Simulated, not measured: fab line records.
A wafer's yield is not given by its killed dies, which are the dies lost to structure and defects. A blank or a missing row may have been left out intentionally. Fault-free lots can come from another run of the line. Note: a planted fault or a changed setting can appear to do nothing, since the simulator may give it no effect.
fab line records ; flow sky130
[record] lots = 12; wafers = 35; last_day = 49
route steps=708 shown VIA2@507 METAL4@632 METAL5@675 PAD_OPEN@708
lots untouched by any fault: they come from a run of this same line in which no faults occurred
start_h: start of the lot's first displayed wafer, in hours after the record's first day ; wait_h: time in hours since the lot's previous step ; " identical to the entry in the row above ; L1.1+2: several wafers, shown together as one row ; - no value, or no start was given ; * or withheld: withheld ; < > ~ a bound
route shown NAME@n: names a module that has steps shown in the file, with the first one's number in the route ; usual: mean/standard deviation of fault-free wafers ; same: alike in all rows ; chamber/n: place in a boat ; sites: readings site by site ; _std_site: standard deviation of those values ; _edge_site: the outer-site mean with the inner-site mean subtracted ; radius_mm: for every site, how far away it sits from the centre of the wafer ; mask NAME#n: copy n ; behind: the last tool/chamber to shape the wafer ; hold: why the lot went on hold/how many hours it stayed there/how the hold came to an end ; device: names the non-switching transistor (n, p or np) ; end of line: the same wafers' tests at the end of the route ; a step given without rows: its recipe and nothing more ; killed: dies that structure and defects cost at the first sort, which is not the same as the wafer's yield ; map: per-die view of a wafer (x killed, . not killed, _ where there is no die)
set.NAME: the setting that was run; set.NAME@STEP: the one run at that earlier step ; model.NAME: the simulator's own value behind a step, which no gauge read
one table for each step of the route and one row for each wafer, over a sample of lots
services: when a tool's chamber went out of use (start_h, in hours from the record's first day, below 0 if earlier), for how many hours, and the reason
[[steps]]
[step SKY_VIA2_HDPCVD_00]
[recipe] material = SiO2; target_thk_nm = 1180; sigma_open_frac = 0.3; time_s = 196.7; temp_c = 400; sih4_flow_sccm = 60; pressure_mtorr = 6
lot.wafer;tool;chamber;start_h;wait_h
L364.1+4+6;hdpcvd-02;1,0,1;792.69;0.0
L365.2+3+4;hdpcvd-01;0,2,0;819.23;0.0
L366.2+3+6;hdpcvd-01;0,1,2;836.97;0.0
L367.1+4+5;hdpcvd-02;1,0,2;857.44;0.0
L368.2+3+6;hdpcvd-02;2,0,0;859.32;0.0
L371.2+5+6;hdpcvd-01;2,2,0;886.29;0.0
L372.2+5+6;hdpcvd-01;1,0,2;897.50;0.0
L373.1+5+6;hdpcvd-01;0,1,2;901.53;0.0
L374.1+3+5;hdpcvd-02;2,1,2;911.39;0.0
L376.1+3+5;hdpcvd-01;0,1,2;960.68;0.0
L382.3+5;hdpcvd-01;1,2;964.70;0.0
L383.1+3+6;hdpcvd-01;1,0,1;965.02;0.0
[step SKY_METAL4_ETCH_16]
[recipe] chemistry = N2/H2; target = BARC; ion_energy_ev = 200; bias_w = 100; pressure_mtorr = 30; n2_flow_sccm = 100; h2_flow_sccm = 200; icp_w = 500; stop_on = SiO2; time_s = 88.2; target_depth_a = 600
[usual] drypump_motor_current_A = 5.6/0.43; oes_product_au = 0.626/0.0047; throttle_valve_pct = 13.205/0.0087
lot.wafer;tool;chamber;start_h;wait_h;drypump_motor_current_A;oes_product_au;rf_hours_counter_h;throttle_valve_pct
L364.1;rie_metal-04;1;949.64;0.0;5.6;0.627;11;13.195
L364.4;rie_metal-04;1;949.64;0.0;5.6;0.625;-;13.205
L364.6;rie_metal-04;0;949.64;0.0;6.1;0.629;-;13.212
L365.2;rie_metal-04;1;975.49;0.0;5.6;0.623;12;13.182
L365.3;rie_metal-04;1;975.49;0.0;5.6;0.630;-;13.207
L365.4;rie_metal-04;0;975.49;0.0;6.0;0.623;-;13.206
L366.2;rie_metal-01;1;995.66;0.0;5.2;0.630;12;13.214
L366.3;rie_metal-01;1;995.66;0.0;5.2;0.628;-;13.212
L366.6;rie_metal-01;1;995.66;0.0;5.2;0.626;-;13.220
L367.1;rie_metal-02;1;1013.15;0.0;5.1;0.623;9;13.201
L367.4;rie_metal-02;0;1013.15;0.0;5.8;0.629;-;13.205
L367.5;rie_metal-02;0;1013.15;0.0;5.8;0.628;-;13.215
L368.2;rie_metal-01;1;1014.10;0.0;5.2;0.616;14;13.203
L368.3;rie_metal-01;0;1014.10;0.0;6.3;0.626;-;13.191
L368.6;rie_metal-01;0;1014.10;0.0;6.3;0.622;-;13.202
L371.2;rie_metal-01;0;1039.99;0.0;6.3;0.624;12;13.208
L371.5;rie_metal-01;0;1039.99;0.0;6.3;0.628;-;13.210
L371.6;rie_metal-01;1;1039.99;0.0;5.2;0.628;-;13.220
L372.2;rie_metal-01;0;1050.40;0.0;6.3;0.627;13;13.204
L372.5;rie_metal-01;1;1050.40;0.0;5.2;0.623;-;13.201
L372.6;rie_metal-01;0;1050.40;0.0;6.3;0.620;-;13.200
L373.1;rie_metal-01;0;1053.16;0.0;6.3;0.629;13;13.204
L373.5;rie_metal-01;1;1053.16;0.0;5.2;0.622;-;13.219
L373.6;rie_metal-01;0;1053.16;0.0;6.3;0.633;-;13.200
L374.1;rie_metal-02;0;1060.88;0.1;5.8;0.630;20;13.213
L374.3;rie_metal-02;0;1060.88;0.1;5.7;0.630;-;13.216
L374.5;rie_metal-02;0;1060.88;0.1;5.8;0.629;-;13.190
L376.1;rie_metal-02;0;1102.55;0.0;5.8;0.617;23;13.200
L376.3;rie_metal-02;0;1102.55;0.0;5.8;0.622;-;13.213
L376.5;rie_metal-02;0;1102.55;0.0;5.8;0.624;-;13.209
L382.3;rie_metal-02;0;1104.39;0.0;5.8;0.626;-;13.202
L382.5;rie_metal-02;0;1104.39;0.0;5.8;0.629;-;13.202
L383.1;rie_metal-01;1;1105.30;0.0;5.2;0.633;20;13.212
L383.3;rie_metal-01;0;1105.30;0.0;6.3;0.630;-;13.215
L383.6;rie_metal-01;0;1105.30;0.0;6.3;0.627;-;13.209
[step SKY_METAL4_ETCH_17]
[recipe] target = SiO2; stop_on = TiN; chemistry = C4F8/O2/Ar; source_w = 1500; bias_w = 1200; pressure_mtorr = 40; c4f8_flow_sccm = withheld; O2_flow_sccm = 6; Ar_flow_sccm = 300; time_s = 3.9; target_depth_a = 150
[usual] oes_product_au = 0.753/0.0067
lot.wafer;tool;chamber;start_h;wait_h;oes_product_au;rf_hours_counter_h
L364.1;rie_diel-01;2;949.74;0.1;0.751;12
L364.4;rie_diel-01;1;949.74;0.1;0.749;-
L364.6;rie_diel-01;2;949.74;0.1;0.761;-
L365.2;rie_diel-03;3;975.59;0.1;0.751;8
L365.3;rie_diel-03;0;975.59;0.1;0.751;11
L365.4;rie_diel-03;1;975.59;0.1;0.761;7
L366.2;rie_diel-01;1;995.76;0.1;0.758;22
L366.3;rie_diel-01;2;995.76;0.1;0.748;13
L366.6;rie_diel-01;1;995.76;0.1;0.741;-
L367.1;rie_diel-04;0;1013.25;0.1;0.749;13
L367.4;rie_diel-04;3;1013.25;0.1;0.748;16
L367.5;rie_diel-04;3;1013.25;0.1;0.755;-
L368.2;rie_diel-01;0;1014.20;0.1;0.768;6
L368.3;rie_diel-01;2;1014.20;0.1;0.749;13
L368.6;rie_diel-01;0;1014.20;0.1;0.762;-
L371.2;rie_diel-04;2;1040.09;0.1;0.762;22
L371.5;rie_diel-04;2;1040.09;0.1;0.761;-
L371.6;rie_diel-04;3;1040.09;0.1;0.753;-
L372.2;rie_diel-03;1;1050.50;0.1;0.750;9
L372.5;rie_diel-03;1;1050.50;0.1;0.755;-
L372.6;rie_diel-03;0;1050.50;0.1;0.754;-
L373.1;rie_diel-04;1;1053.26;0.1;0.754;19
L373.5;rie_diel-04;3;1053.26;0.1;0.748;-
L373.6;rie_diel-04;0;1053.26;0.1;0.756;-
L374.1;rie_diel-04;1;1061.07;0.2;0.751;19
L374.3;rie_diel-04;2;1061.07;0.2;0.756;23
L374.5;rie_diel-04;2;1061.07;0.2;0.749;-
L376.1;rie_diel-03;2;1102.65;0.1;0.762;19
L376.3;rie_diel-03;3;1102.65;0.1;0.744;13
L376.5;rie_diel-03;0;1102.65;0.1;0.748;-
L382.3;rie_diel-04;2;1104.46;0.0;0.762;24
L382.5;rie_diel-04;1;1104.46;0.0;0.761;-
L383.1;rie_diel-03;2;1105.40;0.1;0.744;19
L383.3;rie_diel-03;3;1105.40;0.1;0.758;13
L383.6;rie_diel-03;1;1105.40;0.1;0.750;-
[step SKY_METAL5_DESCUM_14]
[recipe] chemistry = O2; source_power_w = 150; bias_power_w = 0; pressure_mtorr = 10; temp_c = 40; time_s = 11
[usual] drypump_motor_current_A = 5.6/0.46; oes_product_au = 0.998/0.0061
lot.wafer;tool;chamber;start_h;wait_h;drypump_motor_current_A;oes_product_au;rf_hours_counter_h
L364.1;rie_metal-02;1;1001.11;0.1;5.1;0.998;8
L364.4;rie_metal-02;1;1001.11;0.1;5.1;0.999;-
L364.6;rie_metal-02;0;1001.11;0.1;5.7;0.996;-
L365.2;rie_metal-03;1;1024.66;0.1;5.2;0.989;8
L365.3;rie_metal-03;1;1024.66;0.1;5.2;0.993;-
L365.4;rie_metal-03;0;1024.66;0.1;6.1;1.002;-
L366.2;rie_metal-03;0;1045.42;0.1;6.0;1.001;13
L366.3;rie_metal-03;0;1045.42;0.1;6.0;1.000;-
L366.6;rie_metal-03;0;1045.42;0.1;6.0;0.995;-
L367.1;rie_metal-02;0;1061.62;0.1;5.7;1.007;21
L367.4;rie_metal-02;0;1061.62;0.1;5.7;0.998;-
L367.5;rie_metal-02;0;1061.62;0.1;5.7;1.003;-
L368.2;rie_metal-01;1;1062.62;0.1;5.2;0.988;17
L368.3;rie_metal-01;1;1062.62;0.1;5.2;0.999;-
L368.6;rie_metal-01;0;1062.62;0.1;6.3;0.989;-
L371.2;rie_metal-03;0;1085.30;0.1;6.0;1.008;16
L371.5;rie_metal-03;1;1085.30;0.1;5.2;0.987;-
L371.6;rie_metal-03;0;1085.30;0.1;6.0;0.998;-
L372.2;rie_metal-03;1;1095.45;0.1;5.2;0.990;13
L372.5;rie_metal-03;0;1095.45;0.1;6.0;1.007;-
L372.6;rie_metal-03;1;1095.45;0.1;5.2;0.997;-
L373.1;rie_metal-02;0;1098.60;0.1;5.7;0.992;23
L373.5;rie_metal-02;0;1098.60;0.1;5.7;0.997;-
L373.6;rie_metal-02;1;1098.60;0.1;5.1;0.990;-
L374.1;rie_metal-03;1;1104.47;0.1;5.2;0.999;14
L374.3;rie_metal-03;0;1104.47;0.1;6.0;1.001;-
L374.5;rie_metal-03;0;1104.47;0.1;6.0;0.997;-
L376.1;rie_metal-01;1;1143.70;0.1;5.2;0.986;23
L376.3;rie_metal-01;0;1143.70;0.1;6.3;0.991;-
L376.5;rie_metal-01;0;1143.70;0.1;6.3;0.993;-
L382.3;rie_metal-02;1;1145.58;0.1;5.1;0.999;-
L382.5;rie_metal-02;0;1145.58;0.1;5.7;0.985;-
L383.1;rie_metal-03;0;1145.87;0.1;6.0;1.009;20
L383.3;rie_metal-03;1;1145.87;0.1;5.1;0.996;-
L383.6;rie_metal-03;0;1145.87;0.1;6.1;0.993;-
[step SKY_PAD_OPEN_PROBE_99]
[usual] defect_limited_yield = 82.5/1.8; killed_at_M0_to_M3 = 43/6.6; killed_at_M4_up = 3.2/1.8; killed_at_contacts = 24/5; killed_at_front_end = 15/4.5; killed_at_other = 0.2/0.46; killed_dies = 86/8.8; killed_open = 48/6.6; killed_short = 38/6.1; sort_bin_3_pad_short = 0.8/0.42; sort_bin_5_function = 10.4/1.4; sort_bin_6_memory = 6.3/1; sort_n_pass = 406/8.8; sort_yield_pct = 82.5/1.8
[same] gross_dies = 492; killed_at_back_side = 0; sort_bin_4_leakage[%] = 0; sort_bin_8_speed[%] = 0
lot.wafer;tool;chamber;start_h;wait_h;hold;defect_limited_yield[%];killed_at_M0_to_M3;killed_at_M4_up;killed_at_contacts;killed_at_front_end;killed_at_other;killed_dies;killed_open;killed_short;sort_bin_3_pad_short[%];sort_bin_5_function[%];sort_bin_6_memory[%];sort_n_pass;sort_yield_pct[%]
L364.1;prober-02;-;1050.73;0.1;-;82.3;44;6;26;11;0;87;43;44;0.6;10.8;6.3;405;82.3
L364.4;prober-02;-;1050.88;0.2;-;77.6;58;5;30;17;0;110;63;47;0.4;15.0;6.9;382;77.6
L364.6;prober-02;-;1050.98;0.2;-;80.1;50;1;27;20;0;98;59;39;1.4;12.6;5.9;394;80.1
L365.2;prober-01;-;1071.82;0.1;-;81.9;43;3;30;12;1;89;60;29;0.4;11.0;6.7;403;81.9
L365.3;prober-01;-;1071.87;0.2;-;81.1;47;5;19;21;1;93;43;50;2.4;11.2;5.3;399;81.1
L365.4;prober-01;-;1071.92;0.2;-;83.1;37;5;26;15;0;83;50;33;0.6;9.8;6.5;409;83.1
L366.2;prober-02;-;1090.66;0.1;-;82.9;43;5;16;20;0;84;43;41;0.8;11.0;5.3;408;82.9
L366.3;prober-02;-;1090.71;0.2;-;83.5;36;2;19;24;0;81;55;26;1.4;8.3;6.7;411;83.5
L366.6;prober-02;-;1090.86;0.2;-;81.3;43;2;24;23;0;92;58;34;1.2;10.8;6.7;400;81.3
L367.1;prober-01;-;1106.04;0.1;-;82.5;44;4;21;17;0;86;51;35;0.4;10.0;7.1;406;82.5
L367.4;prober-01;-;1106.19;0.2;-;82.9;51;3;18;12;0;84;39;45;1.0;11.0;5.1;408;82.9
L367.5;prober-01;-;1106.24;0.2;-;83.7;37;4;22;17;0;80;42;38;0.2;10.0;6.1;412;83.7
L368.2;prober-02;-;1107.75;0.1;-;83.9;35;3;23;17;1;79;46;33;0;11.2;4.9;413;83.9
L368.3;prober-02;-;1107.80;0.2;-;82.3;38;4;19;26;0;87;50;37;0.6;10.6;6.5;405;82.3
L368.6;prober-02;-;1107.95;0.2;-;81.9;45;3;28;13;0;89;51;38;1.2;11.0;5.9;403;81.9
L371.2;prober-01;-;1128.88;0.1;-;79.7;56;4;26;14;0;100;53;47;0.6;12.4;7.3;392;79.7
L371.5;prober-01;-;1129.03;0.2;-;82.7;51;2;24;8;0;85;54;31;1.2;9.3;6.7;407;82.7
L371.6;prober-01;-;1129.08;0.2;-;81.9;53;3;20;13;0;89;53;36;0.6;10.0;7.5;403;81.9
L372.2;prober-01;-;1136.89;0.1;-;82.5;46;3;21;15;1;86;45;41;1.4;10.4;5.7;406;82.5
L372.5;prober-01;-;1137.04;0.2;-;82.5;42;5;24;15;0;86;48;38;1.2;9.3;6.9;406;82.5
L372.6;prober-01;-;1137.09;0.2;-;83.9;45;3;16;14;1;79;47;32;0.6;7.9;7.5;413;83.9
L373.1;prober-02;-;1139.79;0.1;-;82.3;41;1;31;13;1;87;53;34;0.8;10.0;6.9;405;82.3
L373.5;prober-02;-;1139.99;0.2;-;83.5;39;2;23;17;0;81;38;43;0.6;10.6;5.3;411;83.5
L373.6;prober-02;-;1140.04;0.2;-;83.9;35;5;24;15;0;79;50;29;0.8;8.3;6.9;413;83.9
L374.1;prober-01;-;1146.39;0.1;-;78.5;55;1;24;25;1;106;61;45;0.8;12.6;8.1;386;78.5
L374.3;prober-01;-;1146.49;0.2;-;81.9;36;1;30;22;0;89;50;39;0.4;11.6;6.1;403;81.9
L374.5;prober-01;-;1146.59;0.2;-;80.5;44;5;32;15;0;96;56;40;0.2;13.4;5.9;396;80.5
L376.1;prober-02;-;1182.61;0.1;-;82.7;39;2;32;12;0;85;50;35;0.8;9.6;6.9;407;82.7
L376.3;prober-02;-;1182.71;0.2;-;81.1;41;2;32;18;0;93;54;39;0.6;11.2;7.1;399;81.1
L376.5;prober-02;-;1182.81;0.2;-;85.6;33;1;20;17;0;71;43;28;1.2;9.1;4.1;421;85.6
L382.3;prober-01;-;1185.91;0.2;await_dispo/6.2h/release;71.7;106;3;19;11;0;139;40;31;4.9;18.5;4.9;353;71.7
L382.5;prober-01;-;1186.01;0.2;await_dispo/6.2h/release;70.1;108;2;22;13;2;147;45;39;4.1;17.7;8.1;345;70.1
L383.1;prober-02;-;1186.68;0.1;await_dispo/5.6h/release;73.4;97;3;21;10;0;131;37;28;4.9;15.0;6.7;361;73.4
L383.3;prober-02;-;1186.78;0.2;await_dispo/5.6h/release;76.4;81;2;25;8;0;116;38;32;2.6;14.0;6.9;376;76.4
L383.6;prober-02;-;1186.93;0.2;await_dispo/5.6h/release;71.7;102;3;22;12;0;139;28;40;4.1;16.9;7.3;353;71.7
// killed by level:class
L364.1 VIA1:geometric_particle:open=8 VIA3:geometric_particle:open=8 LOCAL_INTERCONNECT:geometric_particle:short=7 CONTACT:geometric_particle:open=7 LI_CONTACT:geometric_particle:open=6 METAL4:geometric_particle:short=6 VIA1:geometric_particle:short=5 METAL3:geometric_particle:short=5
L364.4 VIA1:geometric_particle:open=17 CONTACT:geometric_particle:open=11 VIA3:geometric_particle:open=8 FIELD_ISO:geometric_particle:short=7 CONTACT:geometric_particle:short=7 VIA2:geometric_particle:open=7 LI_CONTACT:geometric_particle:open=5 METAL2:geometric_particle:short=5
L364.6 VIA1:geometric_particle:open=13 CONTACT:geometric_particle:open=9 LI_CONTACT:geometric_particle:open=8 FIELD_ISO:geometric_particle:open=7 FIELD_ISO:geometric_particle:short=7 VIA2:geometric_particle:open=7 VIA3:geometric_particle:open=6 VIA3:geometric_particle:short=4
L365.2 LI_CONTACT:geometric_particle:open=13 VIA2:geometric_particle:open=10 CONTACT:geometric_particle:open=9 VIA1:geometric_particle:open=9 METAL2:geometric_particle:short=6 POLY_GATE:geometric_particle:open=5 VIA3:geometric_particle:open=5 CONTACT:geometric_particle:short=4
L365.3 VIA1:geometric_particle:open=12 POLY_GATE:geometric_particle:short=8 METAL2:geometric_particle:short=8 LI_CONTACT:geometric_particle:open=6 VIA1:geometric_particle:short=6 POLY_GATE:geometric_particle:open=5 VIA2:geometric_particle:open=5 LOCAL_INTERCONNECT:geometric_particle:short=5
L365.4 VIA2:geometric_particle:open=12 LI_CONTACT:geometric_particle:open=11 VIA1:geometric_particle:open=8 METAL1:geometric_particle:short=7 CONTACT:geometric_particle:open=6 FIELD_ISO:geometric_particle:open=4 CONTACT:geometric_particle:short=4 FIELD_ISO:geometric_particle:short=3
L366.2 VIA1:geometric_particle:open=12 METAL1:geometric_particle:short=8 VIA2:geometric_particle:open=8 FIELD_ISO:geometric_particle:open=6 FIELD_ISO:geometric_particle:short=6 CONTACT:geometric_particle:open=5 METAL2:geometric_particle:short=5 METAL4:geometric_particle:short=5
L366.3 VIA2:geometric_particle:open=12 POLY_GATE:geometric_particle:open=10 VIA3:geometric_particle:open=6 LI_CONTACT:geometric_particle:open=6 CONTACT:geometric_particle:open=6 VIA1:geometric_particle:open=6 POLY_GATE:geometric_particle:short=4 LOCAL_INTERCONNECT:geometric_particle:short=4
L366.6 VIA1:geometric_particle:open=15 CONTACT:geometric_particle:open=11 VIA2:geometric_particle:open=11 POLY_GATE:geometric_particle:short=10 FIELD_ISO:geometric_particle:open=5 METAL2:geometric_particle:short=5 LI_CONTACT:geometric_particle:open=4 POLY_GATE:geometric_particle:open=3
L367.1 VIA1:geometric_particle:open=13 VIA2:geometric_particle:open=7 LI_CONTACT:geometric_particle:open=6 CONTACT:geometric_particle:open=6 FIELD_ISO:geometric_particle:open=5 POLY_GATE:geometric_particle:open=5 CONTACT:geometric_particle:short=5 METAL1:geometric_particle:short=5
L367.4 VIA1:geometric_particle:open=11 VIA3:geometric_particle:open=8 VIA1:geometric_particle:short=7 CONTACT:geometric_particle:open=6 METAL2:geometric_particle:short=5 VIA3:geometric_particle:short=5 FIELD_ISO:geometric_particle:short=4 POLY_GATE:geometric_particle:short=4
L367.5 CONTACT:geometric_particle:open=8 VIA1:geometric_particle:open=8 VIA3:geometric_particle:open=8 FIELD_ISO:geometric_particle:short=5 METAL2:geometric_particle:short=5 VIA2:geometric_particle:open=5 POLY_GATE:geometric_particle:open=4 CONTACT:geometric_particle:short=4
L368.2 VIA1:geometric_particle:open=13 CONTACT:geometric_particle:open=7 POLY_GATE:geometric_particle:open=6 VIA2:geometric_particle:short=6 POLY_GATE:geometric_particle:short=5 VIA3:geometric_particle:open=5 LI_CONTACT:geometric_particle:open=4 LI_CONTACT:geometric_particle:short=4
L368.3 FIELD_ISO:geometric_particle:open=8 VIA1:geometric_particle:open=8 METAL2:geometric_particle:short=7 VIA2:geometric_particle:open=7 LI_CONTACT:geometric_particle:open=5 FIELD_ISO:geometric_particle:short=4 POLY_GATE:geometric_particle:short=4 LI_CONTACT:geometric_particle:short=4
L368.6 VIA1:geometric_particle:open=12 LI_CONTACT:geometric_particle:open=8 CONTACT:geometric_particle:open=8 VIA2:geometric_particle:open=6 VIA1:geometric_particle:short=6 CONTACT:geometric_particle:short=5 VIA3:geometric_particle:open=5 FIELD_ISO:geometric_particle:open=4
L371.2 VIA1:geometric_particle:open=11 CONTACT:geometric_particle:open=9 METAL1:geometric_particle:short=7 METAL2:geometric_particle:short=7 VIA3:geometric_particle:open=6 FIELD_ISO:geometric_particle:open=5 VIA2:geometric_particle:open=5 FIELD_ISO:geometric_particle:short=4
L371.5 VIA1:geometric_particle:open=12 CONTACT:geometric_particle:open=11 VIA2:geometric_particle:open=9 LI_CONTACT:geometric_particle:open=6 METAL1:geometric_particle:short=6 VIA3:geometric_particle:open=6 METAL2:geometric_particle:short=5 VIA1:geometric_particle:short=4
L371.6 VIA1:geometric_particle:open=14 VIA2:geometric_particle:open=13 LI_CONTACT:geometric_particle:open=6 VIA1:geometric_particle:short=6 METAL2:geometric_particle:short=6 FIELD_ISO:geometric_particle:open=5 FIELD_ISO:geometric_particle:short=5 CONTACT:geometric_particle:open=5
L372.2 VIA1:geometric_particle:open=14 CONTACT:geometric_particle:open=9 METAL1:geometric_particle:short=8 VIA3:geometric_particle:open=5 VIA1:geometric_particle:short=5 SPACER:geometric_particle:short=4 LI_CONTACT:geometric_particle:short=4 METAL2:geometric_particle:short=4
L372.5 VIA1:geometric_particle:open=9 CONTACT:geometric_particle:open=9 METAL1:geometric_particle:short=8 VIA2:geometric_particle:open=8 VIA3:geometric_particle:open=7 LOCAL_INTERCONNECT:geometric_particle:short=6 FIELD_ISO:geometric_particle:open=4 LI_CONTACT:geometric_particle:open=4
L372.6 VIA1:geometric_particle:open=11 VIA2:geometric_particle:open=9 VIA3:geometric_particle:open=7 POLY_GATE:geometric_particle:open=6 CONTACT:geometric_particle:open=6 VIA1:geometric_particle:short=5 FIELD_ISO:geometric_particle:short=4 POLY_GATE:geometric_particle:short=4
L373.1 LI_CONTACT:geometric_particle:open=11 VIA1:geometric_particle:open=11 VIA2:geometric_particle:open=9 CONTACT:geometric_particle:short=8 CONTACT:geometric_particle:open=6 METAL2:geometric_particle:short=6 VIA3:geometric_particle:open=5 FIELD_ISO:geometric_particle:open=4
L373.5 VIA1:geometric_particle:open=9 CONTACT:geometric_particle:open=7 VIA2:geometric_particle:open=7 FIELD_ISO:geometric_particle:short=6 LOCAL_INTERCONNECT:geometric_particle:short=6 VIA3:geometric_particle:open=6 CONTACT:geometric_particle:short=5 METAL1:geometric_particle:short=5
L373.6 CONTACT:geometric_particle:open=11 VIA3:geometric_particle:open=9 VIA1:geometric_particle:open=8 LOCAL_INTERCONNECT:geometric_particle:short=7 VIA2:geometric_particle:open=6 SPACER:geometric_particle:short=5 FIELD_ISO:geometric_particle:open=4 LI_CONTACT:geometric_particle:open=4
L374.1 VIA1:geometric_particle:open=15 VIA2:geometric_particle:open=9 CONTACT:geometric_particle:open=8 VIA3:geometric_particle:open=7 FIELD_ISO:geometric_particle:open=5 FIELD_ISO:geometric_particle:short=5 POLY_GATE:geometric_particle:short=5 METAL1:geometric_particle:short=5
L374.3 CONTACT:geometric_particle:open=14 LI_CONTACT:geometric_particle:open=7 VIA1:geometric_particle:open=7 METAL2:geometric_particle:short=6 METAL1:geometric_particle:short=5 VIA2:geometric_particle:open=5 FIELD_ISO:geometric_particle:open=4 POLY_GATE:geometric_particle:open=4
L374.5 LI_CONTACT:geometric_particle:open=12 CONTACT:geometric_particle:open=12 METAL2:geometric_particle:short=11 VIA1:geometric_particle:open=8 VIA2:geometric_particle:open=7 VIA3:geometric_particle:open=5 FIELD_ISO:geometric_particle:short=4 FIELD_ISO:geometric_particle:open=4
L376.1 CONTACT:geometric_particle:open=12 LI_CONTACT:geometric_particle:open=9 VIA1:geometric_particle:open=9 LOCAL_INTERCONNECT:geometric_particle:short=5 CONTACT:geometric_particle:short=5 METAL1:geometric_particle:short=5 VIA3:geometric_particle:open=5 METAL1:geometric_particle:open=4
L376.3 VIA1:geometric_particle:open=14 CONTACT:geometric_particle:open=8 LI_CONTACT:geometric_particle:open=8 FIELD_ISO:geometric_particle:open=6 FIELD_ISO:geometric_particle:short=6 LOCAL_INTERCONNECT:geometric_particle:short=6 LI_CONTACT:geometric_particle:short=5 METAL1:geometric_particle:short=5
L376.5 CONTACT:geometric_particle:open=11 VIA2:geometric_particle:open=9 FIELD_ISO:geometric_particle:open=6 METAL1:geometric_particle:short=6 FIELD_ISO:geometric_particle:short=5 VIA1:geometric_particle:open=5 POLY_GATE:geometric_particle:open=4 VIA1:geometric_particle:short=4
L382.3 VIA2:unspecified=68 CONTACT:geometric_particle:open=10 VIA1:geometric_particle:open=9 CONTACT:geometric_particle:short=5 VIA1:geometric_particle:short=5 FIELD_ISO:geometric_particle:open=4 LI_CONTACT:geometric_particle:open=4 METAL2:geometric_particle:short=4
L382.5 VIA2:unspecified=63 VIA1:geometric_particle:open=10 CONTACT:geometric_particle:open=8 VIA2:geometric_particle:open=8 VIA1:geometric_particle:short=6 METAL2:geometric_particle:short=5 LI_CONTACT:geometric_particle:open=5 LOCAL_INTERCONNECT:geometric_particle:short=4
L383.1 VIA2:unspecified=66 VIA1:geometric_particle:open=8 LI_CONTACT:geometric_particle:open=5 METAL2:geometric_particle:short=5 LI_CONTACT:geometric_particle:short=4 CONTACT:geometric_particle:open=4 METAL1:geometric_particle:short=4 VIA2:geometric_particle:open=4
L383.3 VIA2:unspecified=46 VIA1:geometric_particle:open=8 LI_CONTACT:geometric_particle:open=7 LOCAL_INTERCONNECT:geometric_particle:short=6 CONTACT:geometric_particle:open=6 VIA3:geometric_particle:open=6 METAL2:geometric_particle:short=5 METAL1:geometric_particle:short=3
L383.6 VIA2:unspecified=71 LOCAL_INTERCONNECT:geometric_particle:short=8 METAL2:geometric_particle:short=7 FIELD_ISO:geometric_particle:open=5 VIA1:geometric_particle:open=5 CONTACT:geometric_particle:short=5 CONTACT:geometric_particle:open=5 METAL1:geometric_particle:short=5
[[services]]
tool;chamber;start_h;hours;kind
rie_diel-03;-;780.82;4.3;pm
rie_diel-03;3;785.55;7.8;repair
hdpcvd-02;-;794.16;2.8;pm
rie_diel-04;2;801.32;11.2;repair
rie_diel-04;1;810.29;6.7;repair
rie_metal-02;-;811.97;0.2;repair
rie_diel-04;1;819.86;10.0;repair
hdpcvd-01;-;857.18;22.1;repair
rie_metal-03;-;893.75;14.6;pm
hdpcvd-01;-;908.04;1.2;repair
hdpcvd-01;-;921.59;0.4;repair
rie_diel-04;-;924.58;14.6;pm
rie_diel-04;1;942.26;2.4;repair
rie_metal-03;-;957.29;10.0;pm
rie_diel-04;2;960.06;7.6;repair
rie_metal-02;0;967.83;8.6;repair
rie_metal-02;1;985.34;6.1;repair
rie_metal-03;-;1042.06;2.8;pm
rie_metal-02;1;1042.39;22.7;repair
rie_metal-02;-;1043.35;14.6;pm
rie_metal-02;-;1071.00;2.8;pm
rie_metal-01;-;1127.19;1.4;pm
rie_diel-04;3;1127.34;6.8;repair
rie_diel-04;-;1128.62;0.2;repair
[[key]]
[first_sign] step = SKY_PAD_OPEN_PROBE_99; reading = killed_at_M0_to_M3; direction = up; sigmas = 8.4; usual = 43; struck = 99
[effect] step = SKY_PAD_OPEN_PROBE_99; reading = sort_bin_3_pad_short; direction = up; sigmas = 7.7; usual = 0.8; struck = 4.1
met_at SKY_VIA2_HDPCVD_00
struck_lots L382,L383
not_acting_at SKY_METAL4_ETCH_16,SKY_METAL4_ETCH_17,SKY_METAL5_DESCUM_14
onset_between 960.68 964.70
also_fits time
[fault] kind = chamber_particle_source; tool = hdpcvd-01; chamber = -; onset_h = 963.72; steps = SKY_VIA2_HDPCVD_00; rate_per_visit_cm2 = 1.7966; end_h = 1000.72
